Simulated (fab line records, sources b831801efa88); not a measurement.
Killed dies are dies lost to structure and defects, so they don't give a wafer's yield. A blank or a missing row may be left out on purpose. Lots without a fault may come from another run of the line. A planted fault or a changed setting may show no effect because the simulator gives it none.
fab line records | flow gf180mcu
record lots=14 wafers=39 last_day=34
route steps=602 shown LVPWELL@58 M1@329 V1@352
lots that met no fault: from a run of the same line without faults
start_h: hours from the record's first day to the start of the lot's first wafer shown | wait_h: hours since the lot's step before | " the same as in the row above | L1.1+2: a row that stands for several wafers | - no value, or no start given | * or withheld: withheld | < > ~ a bound
route shown NAME@n: a module of which the file shows steps, and the number in the route of the first | usual: mean/standard deviation of fault-free wafers | same: alike in all rows | chamber/n: place in a boat | sites: the reading at each site | _std_site: their standard deviation | _edge_site: outer sites' mean less inner sites' | radius_mm: how far each site lies from the wafer's centre | mask NAME#n: copy n | behind: the tool/chamber that last shaped the wafer | hold: why the lot was held/for how many hours/how that ended | device: the transistor (n, p or np) that didn't switch | end of line: the same wafers' tests at the end of the route | a step without rows: its recipe alone | killed: dies lost to structure and defects at the first sort, not the wafer's yield | map: a wafer's dies, x killed, . not, _ none there
set.NAME: the setting as run; set.NAME@STEP: as run at that earlier step | model.NAME: the simulator's own value behind a step, which no gauge read
steps of the route over a sample of lots; a table a step, a row a wafer
services: from which hour (start_h, from the record's first day; less than 0 if before it) a tool's chamber was out of use, for how many hours, and why
## steps
# step GF_LVPWELL_EXPOSE_04
# recipe mask_id=LVPWELL target_cd_nm=600 na=0.6 source_shape=conventional sigma_outer=0.6 dose_mj=255.7
# columns lot.wafer tool chamber start_h wait_h mask
L184.1+5 iline_stepper-01 0 62.11 - LVPWELL#0
L185.2+3+4 iline_stepper-01 0 68.30 - LVPWELL#0
L187.2+3+6 iline_stepper-02 0 78.16 - LVPWELL#0
L188.1+2+4 iline_stepper-02 0 86.03 - LVPWELL#0
L189.1+4+5 iline_stepper-02 0 90.41 - LVPWELL#0
L192.2+4+5 iline_stepper-02 0 105.77 - LVPWELL#0
L195.1+4+6 iline_stepper-01 0 123.51 - LVPWELL#0
L198.1+3+6 iline_stepper-02 0 140.10 - LVPWELL#0
L200.2+3+6 iline_stepper-01 0 151.50 - LVPWELL#0
L202.2+5+6 iline_stepper-01 0 163.30 - LVPWELL#0
L203.1+3+5 iline_stepper-01 0 168.51 - LVPWELL#0
L204.1+4 iline_stepper-01 0 172.01 - LVPWELL#0
L206.4+5 iline_stepper-01 0 182.76 - LVPWELL#0
L207.3+5+6 iline_stepper-01 0 189.22 - LVPWELL#0
# step GF_LVPWELL_OVL_MEAS_07
# usual LVPWELL_OVL=0.1/1.2
# columns lot.wafer tool chamber start_h wait_h hold LVPWELL_OVL[nm]
L184.1 overlay-01 - 68.51 - - 0.0
L184.5 " - " " - -0.7
L185.2 overlay-01 - 75.07 - - -2.5
L185.3 " - " " - -0.2
L185.4 " - " " - -1.5
L187.2 overlay-01 - 85.04 - - 1.1
L187.3 " - " " - 1.9
L187.6 " - " " - 0.7
L188.1 overlay-01 - 92.48 - - -0.2
L188.2 " - " " - -0.1
L188.4 " - " " - 0.1
L189.1 overlay-02 - 96.78 - - -1.1
L189.4 " - " " - -1.1
L189.5 " - " " - 0.8
L192.2 overlay-02 - 112.97 - await_dispo/0.2h/release 128.5
L192.4 " - " " await_dispo/0.2h/release 127.7
L192.5 " - " " await_dispo/0.2h/release 129.1
L192.2 overlay-02 - 113.17 0.2 - 126.5
L192.4 " - " " - 126.0
L192.5 " - " " - 127.5
L195.1 overlay-01 - 130.23 - - 0.4
L195.4 " - " " - 0.7
L195.6 " - " " - -0.3
L198.1 overlay-02 - 147.23 - await_dispo/0.2h/release 127.4
L198.3 " - " " await_dispo/0.2h/release 125.9
L198.6 " - " " await_dispo/0.2h/release 128.4
L198.1 overlay-02 - 147.43 0.2 - 126.3
L198.3 " - " " - 124.8
L198.6 " - " " - 127.2
L200.2 overlay-01 - 158.82 - - 1.0
L200.3 " - " " - 0.5
L200.6 " - " " - -1.5
L202.2 overlay-01 - 171.37 - - 0.6
L202.5 " - " " - 1.1
L202.6 " - " " - 1.0
L203.1 overlay-02 - 175.66 - - -0.7
L203.3 " - " " - 0.8
L203.5 " - " " - 0.3
L204.1 overlay-02 - 180.03 - - 0.8
L204.4 " - " " - -0.6
L206.4 overlay-02 - 191.50 - - -1.2
L206.5 " - " " - -1.3
L207.3 overlay-01 - 197.54 - - -0.9
L207.5 " - " " - -2.3
L207.6 " - " " - -0.8
# step GF_M1_CD_MEAS_14
# recipe target_cd_nm=230
# usual cd_nm=229.4/1.3
# columns lot.wafer tool chamber start_h wait_h cd_nm
L184.1 cd_sem-01 - 388.16 0.1 231.7
L184.5 " - " " 232.3
L185.2 cd_sem-01 - 396.24 0.1 230.0
L185.3 " - " " 229.1
L185.4 " - " " 229.8
L187.2 cd_sem-01 - 412.74 0.1 227.6
L187.3 " - " " 227.3
L187.6 " - " " 227.9
L188.1 cd_sem-01 - 421.51 0.1 227.8
L188.2 " - " " 228.5
L188.4 " - " " 228.4
L189.1 cd_sem-02 - 431.29 0.2 229.8
L189.4 " - " " 229.0
L189.5 " - " " 227.6
L195.1 cd_sem-01 - 491.81 0.1 229.1
L195.4 " - " " 228.8
L195.6 " - " " 228.7
L200.2 cd_sem-01 - 521.04 0.1 229.0
L200.3 " - " " 229.1
L200.6 " - " " 229.6
L202.2 cd_sem-01 - 543.88 0.1 227.2
L202.5 " - " " 226.3
L202.6 " - " " 227.3
L203.1 cd_sem-02 - 550.56 0.1 229.4
L203.3 " - " " 229.5
L203.5 " - " " 230.2
L204.1 cd_sem-01 - 559.16 0.1 229.5
L204.4 " - " " 228.7
L206.4 cd_sem-01 - 573.52 0.1 230.7
L206.5 " - " " 229.9
L207.3 cd_sem-01 - 580.26 0.1 229.3
L207.5 " - " " 228.4
L207.6 " - " " 229.6
# step GF_V1_ETCH_17
# recipe chemistry=C4F8/O2/Ar mask_material=KrF target=SiO2 stop_on=TiN source_w=1500 bias_w=1200 pressure_mtorr=40 c4f8_flow_sccm=withheld O2_flow_sccm=6 Ar_flow_sccm=300 time_s=withheld target_depth_a=6300
# usual chamber_pressure_mTorr=40.00/0.035 oes_product_au=0.856/0.0045
# columns lot.wafer tool chamber start_h wait_h chamber_pressure_mTorr oes_product_au
L184.1 rie_diel-02 2 - - 40.00 0.852
L184.5 " 0 " " 40.08 0.854
L185.2 rie_diel-04 0 - - 39.98 0.850
L185.3 " 1 " " 40.00 0.852
L185.4 " 2 " " 40.03 0.859
L187.2 rie_diel-02 2 - - 40.00 0.860
L187.3 " 1 " " 40.00 0.852
L187.6 " 2 " " 39.93 0.854
L188.1 rie_diel-01 2 - - 40.02 0.866
L188.2 " 3 " " 39.99 0.851
L188.4 " 0 " " 40.02 0.858
L189.1 rie_diel-02 3 - - 40.05 0.857
L189.4 " 2 " " 40.00 0.845
L189.5 " 1 " " 40.02 0.862
L195.1 rie_diel-02 0 - - 40.06 0.861
L195.4 " 1 " " 39.96 0.854
L195.6 " 0 " " 40.00 0.855
L200.2 rie_diel-04 2 - - 40.04 0.862
L200.3 " 3 " " 39.94 0.850
L200.6 " 0 " " 40.05 0.859
L202.2 rie_diel-04 2 - - 39.92 0.864
L202.5 " 0 " " 39.99 0.851
L202.6 " 1 " " 40.00 0.860
L203.1 rie_diel-02 0 - - 40.04 0.849
L203.3 " 2 " " 39.98 0.860
L203.5 " 1 " " 39.96 0.850
L204.1 rie_diel-04 1 - - 39.97 0.856
L204.4 " 1 " " 40.03 0.858
L206.4 rie_diel-04 0 - - 40.02 0.854
L206.5 " 0 " " 39.97 0.860
L207.3 rie_diel-04 2 - - 40.06 0.853
L207.5 " 2 " " 39.94 0.854
L207.6 " 1 " " 40.04 0.849
# step GF_V1_THK_MEAS_25
# recipe thk_meas_gauge=xrf reads=W_of_V1_CVD_23
# usual V1_W_THK=357/6.1
# columns lot.wafer tool chamber start_h wait_h V1_W_THK[nm]
L184.1 film_metro-01 - 413.04 0.1 371
L184.5 " - " " 368
L185.2 film_metro-04 - 421.57 0.1 362
L185.3 " - " " 352
L185.4 " - " " 369
L187.2 film_metro-04 - 439.13 0.1 358
L187.3 " - " " 350
L187.6 " - " " 356
L188.1 film_metro-04 - 447.67 0.1 363
L188.2 " - " " 355
L188.4 " - " " 354
L189.1 film_metro-04 - 458.16 0.1 357
L189.4 " - " " 355
L189.5 " - " " 361
L195.1 film_metro-01 - 518.65 0.1 352
L195.4 " - " " 354
L195.6 " - " " 354
L200.2 film_metro-04 - 547.07 0.1 366
L200.3 " - " " 366
L200.6 " - " " 364
L202.2 film_metro-02 - 568.10 0.1 364
L202.5 " - " " 354
L202.6 " - " " 360
L203.1 film_metro-02 - 575.19 0.1 358
L203.3 " - " " 355
L203.5 " - " " 358
L204.1 film_metro-02 - 583.87 0.1 367
L204.4 " - " " 367
L206.4 film_metro-02 - 597.17 0.1 355
L206.5 " - " " 354
L207.3 film_metro-02 - 603.74 0.1 354
L207.5 " - " " 354
L207.6 " - " " 356
## services
# columns tool chamber start_h hours kind
rie_diel-04 2 38.86 8.5 repair
rie_diel-04 3 49.94 3.1 repair
iline_stepper-02 - 71.21 1.7 pm
iline_stepper-01 - 77.18 1.7 pm
rie_diel-04 0 170.59 6.7 repair
rie_diel-04 1 171.38 3.6 repair
rie_diel-04 2 179.08 7.0 repair
iline_stepper-01 - 216.61 4.3 pm
iline_stepper-02 - 224.93 4.4 pm
iline_stepper-02 - 246.25 2.0 repair
iline_stepper-02 - 289.35 1.7 pm
iline_stepper-01 - 295.38 1.7 pm
iline_stepper-02 - 349.79 2.1 pm
rie_diel-04 3 360.43 2.1 repair
rie_diel-04 - 386.81 2.8 pm
rie_diel-04 0 398.98 8.1 repair
iline_stepper-02 - 507.53 1.7 pm
iline_stepper-01 - 513.53 1.7 pm
iline_stepper-02 - 515.19 8.9 pm
rie_diel-04 1 538.45 7.2 repair
iline_stepper-01 - 552.47 0.7 repair
rie_diel-04 - 557.82 0.9 repair
rie_diel-04 0 575.00 9.3 repair
rie_diel-04 3 592.44 14.6 repair
## key
first_sign step=GF_LVPWELL_OVL_MEAS_07 reading=visit direction=added
effect step=GF_LVPWELL_OVL_MEAS_07 reading=LVPWELL_OVL direction=up sigmas=99+ usual=0.1 struck=127.8
met_at GF_LVPWELL_EXPOSE_04
struck_lots L192,L198
scrapped_behind GF_LVPWELL_OVL_MEAS_07 L192.2,L192.4,L192.5,L198.1,L198.3,L198.6
not_acting_at GF_M1_CD_MEAS_14,GF_V1_ETCH_17,GF_V1_THK_MEAS_25
onset_between 90.41 105.77
fault kind=scanner_matching_overlay tool=iline_stepper-02 chamber=- onset_h=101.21 steps=GF_LVPWELL_EXPOSE_04 offset=126.51
